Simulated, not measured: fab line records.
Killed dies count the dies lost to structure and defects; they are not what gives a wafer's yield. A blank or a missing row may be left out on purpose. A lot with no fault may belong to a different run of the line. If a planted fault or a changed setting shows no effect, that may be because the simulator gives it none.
Matching of chambers :: flow sfq_line :: SFQ_TRILAYER_I2_CMP_CMP_064 on cmp-02 has 4 sister chambers
The step polishes SiO2. 4 wafers are shown with their chamber, then 7 later ones without.

WAFERS, EACH WITH ITS CHAMBER
wafer: L147.2
chamber: 3
motor_current_A (A): 11.4

wafer: L147.1
chamber: 2
motor_current_A (A): 8.5

wafer: L150.2
chamber: 1
motor_current_A (A): 9.8

wafer: L150.3
chamber: 0
motor_current_A (A): 9.2

WAFERS WHOSE CHAMBER IS MISSING
wafer: L150.5
motor_current_A (A): 9.9

wafer: L153.3
motor_current_A (A): 11.3

wafer: L153.2
motor_current_A (A): 9.4

wafer: L153.4
motor_current_A (A): 8.2

wafer: L159.1
motor_current_A (A): 11.6

wafer: L159.5
motor_current_A (A): 9.8

wafer: L159.6
motor_current_A (A): 11.2

WHICH CHAMBER EACH ONE RAN IN
wafer: L150.5
from the rows above: 1
in truth: 1

wafer: L153.3
from the rows above: 3
in truth: 3

wafer: L153.2
from the rows above: can't be placed: 0 or 1
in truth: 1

wafer: L153.4
from the rows above: 2
in truth: 2

wafer: L159.1
from the rows above: 3
in truth: 3

wafer: L159.5
from the rows above: 1
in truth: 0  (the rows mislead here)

wafer: L159.6
from the rows above: 3
in truth: 3
Correctly placed: 5 of 7. Not placeable from these rows: 1 (in 1, the candidates include the true chamber). 1 placed wrongly.
How it was worked out, from the rows above alone: a wafer's distance from a chamber is the root of the sum, over the readings, of the square of ((its reading less the chamber's mean) divided by the reading's scatter). The wafer belongs to the nearest chamber; if the next one is less than 2 further off, it can't be placed. A chamber's mean is the mean of its shown wafers. The scatter: root of mean squared gap, hidden wafer to nearest shown wafer, with one shown wafer a chamber.
